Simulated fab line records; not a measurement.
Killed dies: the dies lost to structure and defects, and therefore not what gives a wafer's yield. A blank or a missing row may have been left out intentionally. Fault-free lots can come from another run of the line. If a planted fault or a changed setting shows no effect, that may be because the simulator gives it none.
Which tool was responsible? :: flow gf180mcu :: 33 wafers from 11 lots sampled at 5 of the route's 602 steps

== WHAT THE GAUGES READ, wafer by wafer ==
GF_MVPSD_OVL_MEAS_07. Usual: MVPSD_OVL 1.3 nm, standard deviation 1.3.
lot: L822
measured: day 5 00:38
on: overlay-02
MVPSD_OVL (nm): 1.4 1.1 0.2
flag: 

lot: L823
measured: day 5 06:48
on: overlay-02
MVPSD_OVL (nm): 4.4 3.5 4.5
flag: 

lot: L824
measured: day 5 18:36
on: overlay-01
MVPSD_OVL (nm): 0.2 0.9 0.8
flag: 

lot: L825
measured: day 5 18:47
on: overlay-01
MVPSD_OVL (nm): 1.5 -0.2 0.2
flag: 

lot: L826
measured: day 5 23:58
on: overlay-01
MVPSD_OVL (nm): 1.3 -0.1 0.9
flag: 

lot: L827
measured: day 6 04:39
on: overlay-01
MVPSD_OVL (nm): -0.4 0.9 0.5
flag: 

lot: L829
measured: day 6 18:52
on: overlay-01
MVPSD_OVL (nm): 2.4 2.2 1.2
flag: 

lot: L839
measured: day 9 05:58
on: overlay-02
MVPSD_OVL (nm): 0.8 -0.4 1.6
flag: 

lot: L843
measured: day 10 05:47
on: overlay-01
MVPSD_OVL (nm): 3.4 0.2 2.5
flag: 

lot: L844
measured: day 10 11:46
on: overlay-01
MVPSD_OVL (nm): -0.6 -1.7 -0.9
flag: 

lot: L845
measured: day 10 16:35
on: overlay-01
MVPSD_OVL (nm): 1.7 0.2 1.1
flag: 

GF_VT_IMPLANT_RS_MEAS_48: measures by four-point-probe. Usual: LVPWELL_RS 1197.3 ohm/sq, standard deviation 3.
lot: L822
measured: day 7 14:11
on: film-metro-02
LVPWELL_RS (ohm/sq): 1197.9 1195.4 1190.2
flag: 

lot: L823
measured: day 7 20:49
on: film-metro-03
LVPWELL_RS (ohm/sq): 1196.4 1198.6 1199.5
flag: 

lot: L824
measured: day 8 09:55
on: film-metro-03
LVPWELL_RS (ohm/sq): 1201.6 1197.3 1199.4
flag: 

lot: L825
measured: day 8 10:16
on: film-metro-02
LVPWELL_RS (ohm/sq): 1193.9 1193.1 1197.3
flag: 

lot: L826
measured: day 8 14:48
on: film-metro-02
LVPWELL_RS (ohm/sq): 1197.5 1193.2 1196.5
flag: 

lot: L827
measured: day 8 22:47
on: film-metro-04
LVPWELL_RS (ohm/sq): 1193.8 1192.7 1192.8
flag: 

lot: L829
measured: day 9 14:20
on: film-metro-03
LVPWELL_RS (ohm/sq): 1201.0 1200.5 1203.3
flag: 

lot: L839
measured: day 12 07:52
on: film-metro-03
LVPWELL_RS (ohm/sq): 1203.2 1197.1 1199.4
flag: 

lot: L843
measured: day 13 09:53
on: film-metro-02
LVPWELL_RS (ohm/sq): 1198.5 1200.9 1200.8
flag: 

lot: L844
measured: day 13 17:35
on: film-metro-04
LVPWELL_RS (ohm/sq): 1196.8 1199.1 1199.0
flag: 

lot: L845
measured: day 13 21:40
on: film-metro-03
LVPWELL_RS (ohm/sq): 1200.5 1199.1 1196.1
flag: 

== WHAT TOOL EACH LOT RAN ON (gives the tool, then ch and the chambers of the sampled wafers, and finally the start) ==
lot: L822
GF_STI_ETCH_14: rie-si-01 ch 0,1,3, day 2 02:45
GF_STI_STRIP_15: plasma-asher-01 ch 0,1, day 2 02:49
GF_VT_IMPLANT_RTA_45: rtp-anneal-02 ch 0, day 7 13:50

lot: L823
GF_STI_ETCH_14: rie-si-01 ch 0,1, day 2 07:22
GF_STI_STRIP_15: plasma-asher-03 ch 0,1, day 2 07:26
GF_VT_IMPLANT_RTA_45: rtp-anneal-01 ch 0, day 7 20:28

lot: L824
GF_STI_ETCH_14: rie-si-01 ch 0,3, day 2 13:46
GF_STI_STRIP_15: plasma-asher-04 ch 0,1, day 2 13:53
GF_VT_IMPLANT_RTA_45: rtp-anneal-01 ch 0, day 8 09:35

lot: L825
GF_STI_ETCH_14: rie-si-01 ch 1,3, day 2 16:32
GF_STI_STRIP_15: plasma-asher-03 ch 0,1, day 2 16:37
GF_VT_IMPLANT_RTA_45: rtp-anneal-02 ch 0, day 8 09:56

lot: L826
GF_STI_ETCH_14: rie-si-02 ch 0,1,3, day 2 22:08
GF_STI_STRIP_15: plasma-asher-01 ch 0,1, day 2 22:13
GF_VT_IMPLANT_RTA_45: rtp-anneal-01 ch 0, day 8 14:28

lot: L827
GF_STI_ETCH_14: rie-si-02 ch 1,2, day 3 02:38
GF_STI_STRIP_15: plasma-asher-01 ch 0,1, day 3 02:43
GF_VT_IMPLANT_RTA_45: rtp-anneal-01 ch 0, day 8 22:26

lot: L829
GF_STI_ETCH_14: rie-si-02 ch 0,1,3, day 3 13:55
GF_STI_STRIP_15: plasma-asher-01 ch 0,1, day 3 13:59
GF_VT_IMPLANT_RTA_45: rtp-anneal-01 ch 0, day 9 13:59

lot: L839
GF_STI_ETCH_14: rie-si-01 ch 0,2,3, day 5 17:01
GF_STI_STRIP_15: plasma-asher-01 ch 0,1, day 5 17:06
GF_VT_IMPLANT_RTA_45: rtp-anneal-01 ch 0, day 12 07:31

lot: L843
GF_STI_ETCH_14: rie-si-01 ch 1,2,3, day 6 13:38
GF_STI_STRIP_15: plasma-asher-01 ch 0,1, day 6 13:42
GF_VT_IMPLANT_RTA_45: rtp-anneal-01 ch 0, day 13 09:32

lot: L844
GF_STI_ETCH_14: rie-si-02 ch 0,3, day 6 18:43
GF_STI_STRIP_15: plasma-asher-03 ch 0,1, day 6 18:49
GF_VT_IMPLANT_RTA_45: rtp-anneal-01 ch 0, day 13 17:14

lot: L845
GF_STI_ETCH_14: rie-si-01 ch 1,2,3, day 6 23:22
GF_STI_STRIP_15: plasma-asher-04 ch 0,1, day 6 23:27
GF_VT_IMPLANT_RTA_45: rtp-anneal-01 ch 0, day 13 21:19
- GF_STI_ETCH_14: etches Si in HBr/Cl2/O2, target depth 360 nm, time 102.9 s.
- GF_STI_STRIP_15: strips in O2/N2.
- GF_VT_IMPLANT_RTA_45: time 30 s.

== AS READ BY THE TOOLS THEMSELVES (means over the sampled wafers that have a number; for cases with no such wafer, the mark the record gives instead) ==
GF_STI_ETCH_14. Usual: drypump-motor-current-A 5.8 A, standard deviation 0.57; oes-product-au 0.995 a.u., standard deviation 0.011; throttle-valve-pct 25.661 %, standard deviation 0.01.
lot: L822
tool: rie-si-01
drypump-motor-current-A (A): 5.5
oes-product-au (a.u.): 0.994
throttle-valve-pct (%): 25.659
flag: 

lot: L823
tool: rie-si-01
drypump-motor-current-A (A): 5.4
oes-product-au (a.u.): 0.993
throttle-valve-pct (%): 25.663
flag: 

lot: L824
tool: rie-si-01
drypump-motor-current-A (A): 5.2
oes-product-au (a.u.): 0.996
throttle-valve-pct (%): 25.663
flag: 

lot: L825
tool: rie-si-01
drypump-motor-current-A (A): 5.8
oes-product-au (a.u.): 0.990
throttle-valve-pct (%): 25.665
flag: 

lot: L826
tool: rie-si-02
drypump-motor-current-A (A): 6.2
oes-product-au (a.u.): 0.994
throttle-valve-pct (%): 25.666
flag: 

lot: L827
tool: rie-si-02
drypump-motor-current-A (A): 6.0
oes-product-au (a.u.): 0.990
throttle-valve-pct (%): 25.667
flag: 

lot: L829
tool: rie-si-02
drypump-motor-current-A (A): 6.2
oes-product-au (a.u.): 1.031
throttle-valve-pct (%): 25.638
flag: OFF

lot: L839
tool: rie-si-01
drypump-motor-current-A (A): 5.3
oes-product-au (a.u.): 1.000
throttle-valve-pct (%): 25.660
flag: 

lot: L843
tool: rie-si-01
drypump-motor-current-A (A): 5.6
oes-product-au (a.u.): 1.002
throttle-valve-pct (%): 25.660
flag: 

lot: L844
tool: rie-si-02
drypump-motor-current-A (A): 6.4
oes-product-au (a.u.): 0.988
throttle-valve-pct (%): 25.670
flag: 

lot: L845
tool: rie-si-01
drypump-motor-current-A (A): 5.6
oes-product-au (a.u.): 1.006
throttle-valve-pct (%): 25.655
flag: 

GF_STI_STRIP_15. Usual: drypump-motor-current-A 5.6 A, standard deviation 0.45; heater-power-w 337 W, standard deviation 32; oes-product-au 0.384 a.u., standard deviation 0.0049; strip-time-to-endpoint-s 3.74 s, standard deviation 0.051.
lot: L822
tool: plasma-asher-01
drypump-motor-current-A (A): 6.0
heater-power-w (W): 353
oes-product-au (a.u.): 0.385
strip-time-to-endpoint-s (s): 3.71
flag: 

lot: L823
tool: plasma-asher-03
drypump-motor-current-A (A): 5.5
heater-power-w (W): 334
oes-product-au (a.u.): 0.384
strip-time-to-endpoint-s (s): 3.74
flag: 

lot: L824
tool: plasma-asher-04
drypump-motor-current-A (A): 5.4
heater-power-w (W): 349
oes-product-au (a.u.): 0.382
strip-time-to-endpoint-s (s): 3.71
flag: 

lot: L825
tool: plasma-asher-03
drypump-motor-current-A (A): 5.6
heater-power-w (W): 340
oes-product-au (a.u.): 0.383
strip-time-to-endpoint-s (s): 3.73
flag: 

lot: L826
tool: plasma-asher-01
drypump-motor-current-A (A): 6.0
heater-power-w (W): 344
oes-product-au (a.u.): 0.388
strip-time-to-endpoint-s (s): 3.72
flag: 

lot: L827
tool: plasma-asher-01
drypump-motor-current-A (A): 5.5
heater-power-w (W): 318
oes-product-au (a.u.): 0.385
strip-time-to-endpoint-s (s): 3.78
flag: 

lot: L829
tool: plasma-asher-01
drypump-motor-current-A (A): 5.5
heater-power-w (W): 317
oes-product-au (a.u.): 0.383
strip-time-to-endpoint-s (s): 3.66
flag: 

lot: L839
tool: plasma-asher-01
drypump-motor-current-A (A): 5.5
heater-power-w (W): 314
oes-product-au (a.u.): 0.379
strip-time-to-endpoint-s (s): 3.72
flag: 

lot: L843
tool: plasma-asher-01
drypump-motor-current-A (A): 6.0
heater-power-w (W): 348
oes-product-au (a.u.): 0.382
strip-time-to-endpoint-s (s): 3.77
flag: 

lot: L844
tool: plasma-asher-03
drypump-motor-current-A (A): 5.6
heater-power-w (W): 340
oes-product-au (a.u.): 0.389
strip-time-to-endpoint-s (s): 3.83
flag: 

lot: L845
tool: plasma-asher-04
drypump-motor-current-A (A): 5.5
heater-power-w (W): 336
oes-product-au (a.u.): 0.382
strip-time-to-endpoint-s (s): 3.70
flag: 

GF_VT_IMPLANT_RTA_45. Usual: lamp-power-pct 38.34 %, standard deviation 0.27; wafer_temp_C_max 1054.2, standard deviation 0.83.
lot: L822
tool: rtp-anneal-02
lamp-power-pct (%): 38.10
wafer_temp_C_max: 1054.2
flag: 

lot: L823
tool: rtp-anneal-01
lamp-power-pct (%): 38.60
wafer_temp_C_max: 1054.3
flag: 

lot: L824
tool: rtp-anneal-01
lamp-power-pct (%): 38.59
wafer_temp_C_max: 1054.4
flag: 

lot: L825
tool: rtp-anneal-02
lamp-power-pct (%): 38.08
wafer_temp_C_max: 1053.7
flag: 

lot: L826
tool: rtp-anneal-01
lamp-power-pct (%): 38.64
wafer_temp_C_max: 1055.2
flag: 

lot: L827
tool: rtp-anneal-01
lamp-power-pct (%): 38.64
wafer_temp_C_max: 1054.4
flag: 

lot: L829
tool: rtp-anneal-01
lamp-power-pct (%): 38.62
wafer_temp_C_max: 1054.0
flag: 

lot: L839
tool: rtp-anneal-01
lamp-power-pct (%): 38.60
wafer_temp_C_max: 1054.4
flag: 

lot: L843
tool: rtp-anneal-01
lamp-power-pct (%): 38.62
wafer_temp_C_max: 1053.4
flag: 

lot: L844
tool: rtp-anneal-01
lamp-power-pct (%): 38.56
wafer_temp_C_max: 1054.6
flag: 

lot: L845
tool: rtp-anneal-01
lamp-power-pct (%): 38.59
wafer_temp_C_max: 1053.8
flag: 

== THE ANSWER, worked out from the rows above alone ==
Rule: lot off if the mean of its wafers having a number is beyond 3 standard deviations from the usual mean. A lot without any number at a reading at which 4 lots or more have one is off too. Any other lot the step has rows for is counted as sound. The gauges are gone through in route order, then the tools' own readings, and for those a lot's mean is taken as printed above. At the first step where some lot is off, the reading lying furthest off is the one used; lots without a number count as furthest.
Off: L829, at GF_STI_ETCH_14 (oes-product-au).
A tool fits if, at that step or a process step before it, it ran every lot that is off, and no sound lot after the first of them. None of those tried fits.

== WHAT HAD BEEN PUT IN BY THE SIMULATOR ==
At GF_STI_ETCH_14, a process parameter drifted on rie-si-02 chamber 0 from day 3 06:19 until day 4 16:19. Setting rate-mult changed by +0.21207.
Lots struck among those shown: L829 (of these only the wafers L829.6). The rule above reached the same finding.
